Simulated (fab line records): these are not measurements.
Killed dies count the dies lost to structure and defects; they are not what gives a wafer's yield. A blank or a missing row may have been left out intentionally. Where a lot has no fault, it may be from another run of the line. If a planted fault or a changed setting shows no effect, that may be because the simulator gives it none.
fab line records -- flow sky130
[record] lots = 12, wafers = 36, last-day = 50
route steps=708 shown FIELD_ISO@17 DNWELL@44 VT_ADJUST_HVTR@139 GATE_OXIDE@188
lots with no fault: from the same line, run without faults
start-h: hours from the record's opening day to when the first of the lot's shown wafers began -- wait-h: hours since the lot's step before -- " unchanged from the row above -- L1.1+2: a single row standing in for several wafers -- - either no value or no given start -- * or withheld: withheld -- < > ~ a bound
route shown NAME@n: a module of which the file shows steps, and the number in the route of the first -- usual: mean/standard deviation taken from wafers without a fault -- same: alike in all rows -- chamber/n: place in a boat -- sites: each site's reading -- _std_site: standard deviation of those values -- _edge_site: inner sites' mean taken away from outer sites' mean -- radius-mm: how far each site lies from the wafer's centre -- mask NAME#n: copy n -- behind: the last tool/chamber to shape the wafer -- hold: what put the lot on hold/how long, in hours/how the hold closed -- device: transistor that didn't switch, given as n, p or np -- end of line: tests of these same wafers at the route's end -- a step given without rows: its recipe and nothing more -- killed: dies that structure and defects cost at the first sort, which is not the same as the wafer's yield -- map: dies across one wafer; x = killed, . = not, _ = none there
set.NAME: the setting the step ran with; set.NAME@STEP: the setting that earlier step ran with -- model.NAME: the simulator's own value behind a step, which no gauge read
route steps across a sampled set of lots; one table per step, one row per wafer
services: the hour from which a tool's chamber was out of use, counted from the record's first day as start-h (under 0 if before that day), plus the number of hours and why
[[steps]]
[step SKY_FIELD_ISO_STRIP_16]
[recipe] chemistry = O2/N2, power-w = 1400, pressure-mtorr = 1500, platen-temp-c = withheld, o2-flow-sccm = 3000, n2-flow-sccm = 300, overash-fraction = 0.5
[usual] drypump-motor-current-A = 5.5/0.32, oes-product-au = 0.380/0.0045, strip-time-to-endpoint-s = 3.59/0.033
lot.wafer,tool,chamber,start-h,wait-h,drypump-motor-current-A,oes-product-au,rf-hours-counter-h,strip-time-to-endpoint-s
L186.2,plasma-asher-04,1,35.06,0.0,5.0,0.378,34,3.57
L186.3,plasma-asher-04,0,35.06,0.0,6.0,0.377,-,3.54
L186.6,plasma-asher-04,1,35.06,0.0,5.0,0.377,-,3.51
L187.1,plasma-asher-01,0,40.09,0.0,5.7,0.371,32,3.56
L187.3,plasma-asher-01,1,40.09,0.0,5.6,0.381,-,3.59
L187.6,plasma-asher-01,1,40.09,0.0,5.6,0.387,-,3.66
L188.1,plasma-asher-02,0,44.89,0.0,5.6,0.376,42,3.59
L188.3,plasma-asher-02,1,44.89,0.0,5.3,0.384,-,3.57
L188.6,plasma-asher-02,0,44.89,0.0,5.7,0.385,-,3.54
L190.1,plasma-asher-04,1,55.31,0.0,5.0,0.377,36,3.61
L190.3,plasma-asher-04,0,55.31,0.0,6.0,0.378,-,3.58
L190.4,plasma-asher-04,1,55.31,0.0,5.0,0.374,-,3.60
L192.4,plasma-asher-01,1,65.64,0.1,5.6,0.377,-,3.62
L192.5,plasma-asher-01,1,65.64,0.1,5.6,0.377,-,3.56
L192.6,plasma-asher-01,0,65.64,0.1,5.8,0.380,-,3.61
L193.1,plasma-asher-02,0,71.31,0.0,5.7,0.371,45,3.60
L193.2,plasma-asher-02,1,71.31,0.0,5.3,0.376,45,3.59
L193.4,plasma-asher-02,1,71.31,0.0,5.3,0.381,-,3.60
L194.2,plasma-asher-02,1,75.09,0.0,5.2,0.386,45,3.67
L194.5,plasma-asher-02,0,75.09,0.0,5.6,0.389,-,3.64
L194.6,plasma-asher-02,1,75.09,0.0,5.2,0.376,-,3.58
L197.4,plasma-asher-01,0,96.09,0.0,5.7,0.380,-,3.60
L197.5,plasma-asher-01,1,96.09,0.0,5.6,0.381,-,3.55
L197.6,plasma-asher-01,0,96.09,0.0,5.7,0.374,-,3.52
L199.1,plasma-asher-02,0,102.24,0.0,5.7,0.379,48,3.61
L199.2,plasma-asher-02,1,102.24,0.0,5.3,0.380,48,3.58
L199.3,plasma-asher-02,1,102.24,0.0,5.2,0.380,-,3.60
L201.1,plasma-asher-01,0,114.71,0.0,5.7,0.377,39,3.53
L201.3,plasma-asher-01,1,114.71,0.0,5.6,0.381,-,3.56
L201.5,plasma-asher-01,1,114.71,0.0,5.6,0.376,-,3.54
L207.2,plasma-asher-01,0,143.96,0.0,5.7,0.382,43,3.58
L207.4,plasma-asher-01,1,143.96,0.0,5.6,0.379,-,3.54
L207.6,plasma-asher-01,1,143.96,0.0,5.7,0.383,-,3.63
L208.1,plasma-asher-04,1,148.39,0.0,5.0,0.383,45,3.58
L208.3,plasma-asher-04,0,148.39,0.0,6.0,0.393,-,3.63
L208.6,plasma-asher-04,0,148.39,0.0,6.0,0.388,-,3.61
[step SKY_DNWELL_TW_MEAS_09]
[usual] DNWELL_TW = 1106/10
lot.wafer,tool,chamber,start-h,wait-h,DNWELL_TW
L186.2,film-metro-02,-,61.88,0.1,1092
L186.3,film-metro-02,-,61.88,0.1,1093
L186.6,film-metro-02,-,61.88,0.1,1089
L187.1,film-metro-01,-,67.56,0.1,1110
L187.3,film-metro-01,-,67.56,0.1,1104
L187.6,film-metro-01,-,67.56,0.1,1112
L188.1,film-metro-02,-,72.52,0.1,1098
L188.3,film-metro-02,-,72.52,0.1,1090
L188.6,film-metro-02,-,72.52,0.1,1092
L190.1,film-metro-03,-,82.36,0.1,1118
L190.3,film-metro-03,-,82.36,0.1,1113
L190.4,film-metro-03,-,82.36,0.1,1114
L192.4,film-metro-01,-,90.52,0.1,1108
L192.5,film-metro-01,-,90.52,0.1,1118
L192.6,film-metro-01,-,90.52,0.1,1112
L193.1,film-metro-01,-,96.74,0.1,1100
L193.2,film-metro-01,-,96.74,0.1,1099
L193.4,film-metro-01,-,96.74,0.1,1099
L194.2,film-metro-03,-,103.50,0.1,1115
L194.5,film-metro-03,-,103.50,0.1,1105
L194.6,film-metro-03,-,103.50,0.1,1108
L197.4,film-metro-03,-,123.40,0.1,1124
L197.5,film-metro-03,-,123.40,0.1,1109
L197.6,film-metro-03,-,123.40,0.1,1121
L199.1,film-metro-02,-,131.12,0.1,1087
L199.2,film-metro-02,-,131.12,0.1,1088
L199.3,film-metro-02,-,131.12,0.1,1089
L201.1,film-metro-01,-,142.97,0.1,1112
L201.3,film-metro-01,-,142.97,0.1,1118
L201.5,film-metro-01,-,142.97,0.1,1114
L207.2,film-metro-02,-,171.93,0.1,1097
L207.4,film-metro-02,-,171.93,0.1,1102
L207.6,film-metro-02,-,171.93,0.1,1099
L208.1,film-metro-01,-,177.21,0.1,1116
L208.3,film-metro-01,-,177.21,0.1,1123
L208.6,film-metro-01,-,177.21,0.1,1119
[step SKY_VT_ADJUST_HVTR_OVL_MEAS_08]
[usual] VT_ADJUST_HVTR_OVL = -1.3/1.5
lot.wafer,tool,chamber,start-h,wait-h,VT_ADJUST_HVTR_OVL[nm]
L186.2,overlay-01,-,213.23,0.1,-3.2
L186.3,overlay-01,-,213.23,0.1,-2.9
L186.6,overlay-01,-,213.23,0.1,-4.5
L187.1,overlay-01,-,221.29,0.1,-1.5
L187.3,overlay-01,-,221.29,0.1,-1.4
L187.6,overlay-01,-,221.29,0.1,-1.3
L188.1,overlay-02,-,228.57,0.1,-3.4
L188.3,overlay-02,-,228.57,0.1,-1.4
L188.6,overlay-02,-,228.57,0.1,-0.5
L190.1,overlay-02,-,241.22,0.1,-0.6
L190.3,overlay-02,-,241.22,0.1,1.1
L190.4,overlay-02,-,241.22,0.1,-0.3
L192.4,overlay-01,-,251.61,0.1,-1.8
L192.5,overlay-01,-,251.61,0.1,-2.8
L192.6,overlay-01,-,251.61,0.1,-2.0
L193.1,overlay-01,-,261.34,0.1,-1.9
L193.2,overlay-01,-,261.34,0.1,-1.3
L193.4,overlay-01,-,261.34,0.1,-0.5
L194.2,overlay-01,-,268.85,0.1,0.1
L194.5,overlay-01,-,268.85,0.1,-0.9
L194.6,overlay-01,-,268.85,0.1,0.5
L197.4,overlay-02,-,297.54,0.1,-1.1
L197.5,overlay-02,-,297.54,0.1,-2.2
L197.6,overlay-02,-,297.54,0.1,-0.5
L199.1,overlay-02,-,308.77,0.1,-2.9
L199.2,overlay-02,-,308.77,0.1,-0.9
L199.3,overlay-02,-,308.77,0.1,-1.7
L201.1,overlay-01,-,327.62,0.1,-0.9
L201.3,overlay-01,-,327.62,0.1,-0.8
L201.5,overlay-01,-,327.62,0.1,-0.4
L207.2,overlay-01,-,366.70,0.1,-1.2
L207.4,overlay-01,-,366.70,0.1,-1.7
L207.6,overlay-01,-,366.70,0.1,-2.4
L208.1,overlay-01,-,371.49,0.1,-1.2
L208.3,overlay-01,-,371.49,0.1,-2.4
L208.6,overlay-01,-,371.49,0.1,-2.3
[step SKY_GATE_OXIDE_OXIDATION_01]
[recipe] temp-c = 900, ambient = O2, stabilise-s = 600, purge-s = 300, target-thk-a = 102.68, ox-time-s = 1473
[usual] spike-tc-centre-C = 901.2/1.2, tube-center-temp-C = 900.01/0.075, zone-power-bottom-pct = 26/3.5
[same] purge-s = 300
lot.wafer,tool,chamber,start-h,wait-h,spike-tc-centre-C,tube-center-temp-C,zone-power-bottom-pct
L186.2,furnace-02,0,289.57,0.0,898.9,900.11,29
L186.3,furnace-02,0,289.57,0.0,899.0,900.03,29
L186.6,furnace-02,0,289.57,0.0,899.8,900.09,29
L187.1,furnace-02,0,303.69,1.6,902.5,900.03,29
L187.3,furnace-02,0,303.69,1.6,900.9,899.91,29
L187.6,furnace-02,0,303.69,1.6,899.4,899.89,29
L188.1,furnace-01,0,309.09,1.3,901.9,899.96,22
L188.3,furnace-01,0,309.09,1.3,900.4,900,22
L188.6,furnace-01,0,309.09,1.3,901.4,900.09,23
L190.1,furnace-02,0,324.12,0.0,899.9,900.11,29
L190.3,furnace-02,0,324.12,0.0,902.5,899.94,29
L190.4,furnace-02,0,324.12,0.0,900.2,899.87,29
L192.4,furnace-01,0,335.04,0.1,902.4,900.06,22
L192.5,furnace-01,0,335.04,0.1,899.6,899.75,22
L192.6,furnace-01,0,335.04,0.1,903.4,899.86,23
L193.1,furnace-02,0,345.04,0.5,901.1,899.96,29
L193.2,furnace-02,0,345.04,0.5,901.2,900.07,30
L193.4,furnace-02,0,345.04,0.5,900.4,899.96,29
L194.2,furnace-02,0,353.18,1.4,902.4,900.09,30
L194.5,furnace-02,0,353.18,1.4,900.2,900.04,29
L194.6,furnace-02,0,353.18,1.4,899.7,899.93,29
L197.4,furnace-02,0,386.76,1.4,901.3,899.95,29
L197.5,furnace-02,0,386.76,1.4,899.7,900.08,30
L197.6,furnace-02,0,386.76,1.4,900.9,900.06,29
L199.1,furnace-02,0,397.93,0.8,900.7,899.98,29
L199.2,furnace-02,0,397.93,0.8,900.8,899.99,30
L199.3,furnace-02,0,397.93,0.8,899.9,900,29
L201.1,furnace-01,0,422.33,1.7,902.8,900.03,22
L201.3,furnace-01,0,422.33,1.7,901.8,900.03,22
L201.5,furnace-01,0,422.33,1.7,902.1,899.99,22
L207.2,furnace-01,0,463.17,0.0,901.1,899.89,23
L207.4,furnace-01,0,463.17,0.0,900.7,900.03,22
L207.6,furnace-01,0,463.17,0.0,901.0,900.05,22
L208.1,furnace-01,0,468.98,0.0,902.4,899.89,22
L208.3,furnace-01,0,468.98,0.0,902.4,899.98,22
L208.6,furnace-01,0,468.98,0.0,900.6,899.96,22
[step SKY_GATE_OXIDE_THK_MEAS_02]
[recipe] reads = SiO2_of_GATE_OXIDE_OXIDATION_01
[usual] GATE_OXIDE_OXIDATION_00_THK = 10.15/0.18
lot.wafer,tool,chamber,start-h,wait-h,GATE_OXIDE_OXIDATION_00_THK[nm]
L186.2,film-metro-02,-,290.98,0.0,10.01
L186.3,film-metro-02,-,290.98,0.0,10.25
L186.6,film-metro-02,-,290.98,0.0,10.06
L187.1,film-metro-03,-,305.10,0.0,10.00
L187.3,film-metro-03,-,305.10,0.0,10.05
L187.6,film-metro-03,-,305.10,0.0,10.03
L188.1,film-metro-03,-,310.49,0.0,10.04
L188.3,film-metro-03,-,310.49,0.0,10.06
L188.6,film-metro-03,-,310.49,0.0,10.21
L190.1,film-metro-02,-,325.53,0.0,9.97
L190.3,film-metro-02,-,325.53,0.0,9.75
L190.4,film-metro-02,-,325.53,0.0,9.77
L192.4,film-metro-03,-,336.48,0.0,10.37
L192.5,film-metro-03,-,336.48,0.0,10.26
L192.6,film-metro-03,-,336.48,0.0,10.31
L193.1,film-metro-02,-,346.45,0.0,10.03
L193.2,film-metro-02,-,346.45,0.0,9.85
L193.4,film-metro-02,-,346.45,0.0,10.11
L194.2,film-metro-02,-,354.60,0.0,10.14
L194.5,film-metro-02,-,354.60,0.0,9.99
L194.6,film-metro-02,-,354.60,0.0,9.97
L197.4,film-metro-03,-,388.20,0.0,12.38
L197.5,film-metro-03,-,388.20,0.0,12.46
L197.6,film-metro-03,-,388.20,0.0,12.45
L199.1,film-metro-02,-,399.34,0.0,12.23
L199.2,film-metro-02,-,399.34,0.0,12.22
L199.3,film-metro-02,-,399.34,0.0,12.10
L201.1,film-metro-03,-,423.74,0.0,10.07
L201.3,film-metro-03,-,423.74,0.0,10.02
L201.5,film-metro-03,-,423.74,0.0,9.93
L207.2,film-metro-03,-,464.59,0.0,10.13
L207.4,film-metro-03,-,464.59,0.0,10.11
L207.6,film-metro-03,-,464.59,0.0,10.20
L208.1,film-metro-01,-,470.39,0.0,10.13
L208.3,film-metro-01,-,470.39,0.0,10.07
L208.6,film-metro-01,-,470.39,0.0,10.17
[[services]]
tool,chamber,start-h,hours,kind
furnace-01,-,13.65,4.1,pm
furnace-02,-,42.25,2.3,pm
furnace-02,-,85.65,3.7,pm
furnace-02,-,89.34,3.1,pm
plasma-asher-02,-,108.75,9.0,pm
plasma-asher-04,-,131.97,3.8,repair
plasma-asher-02,-,180.17,11.2,repair
furnace-01,-,182.39,3.5,pm
plasma-asher-02,-,192.33,2.3,repair
furnace-02,-,214.89,9.1,pm
furnace-01,-,224.30,3.7,pm
plasma-asher-04,-,231.05,2.8,pm
plasma-asher-01,-,237.31,25.0,pm
furnace-02,-,252.28,3.5,pm
furnace-01,-,272.15,2.3,repair
plasma-asher-02,-,285.86,2.8,pm
furnace-02,-,368.77,5.5,pm
furnace-02,-,419.41,3.8,pm
plasma-asher-01,-,421.25,9.0,pm
plasma-asher-01,0,421.25,9.0,vent-cycle
plasma-asher-01,1,421.25,9.0,vent-cycle
plasma-asher-01,0,430.25,-,clean
plasma-asher-01,1,430.25,-,clean
plasma-asher-01,-,450.28,7.5,repair
[[key]]
[first-sign] step = SKY_GATE_OXIDE_THK_MEAS_02, reading = GATE_OXIDE_OXIDATION_00_THK, direction = up, sigmas = 12, usual = 10.15, struck = 12.31
effect none on later readings
met-at SKY_GATE_OXIDE_OXIDATION_01
struck-lots L197,L199
tester-left-out L197,L199
not-acting-at SKY_FIELD_ISO_STRIP_16,SKY_DNWELL_TW_MEAS_09,SKY_VT_ADJUST_HVTR_OVL_MEAS_08
onset-between 353.18 386.76
[fault] kind = process-parameter-drift, tool = furnace-02, chamber = -, onset-h = 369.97, steps = SKY_GATE_OXIDE_OXIDATION_01, channel = ox-time-s, offset = *, shape = step, end-h = 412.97, acts-in = *, stated = *
// tester-left-out: of these lots the tester's yield and bins aren't shown, on N5 and GAA mostly nor the transistor test; their killed dies are dies lost to structure and defects alone, not to doping, threshold or leakage, so they don't give the yield
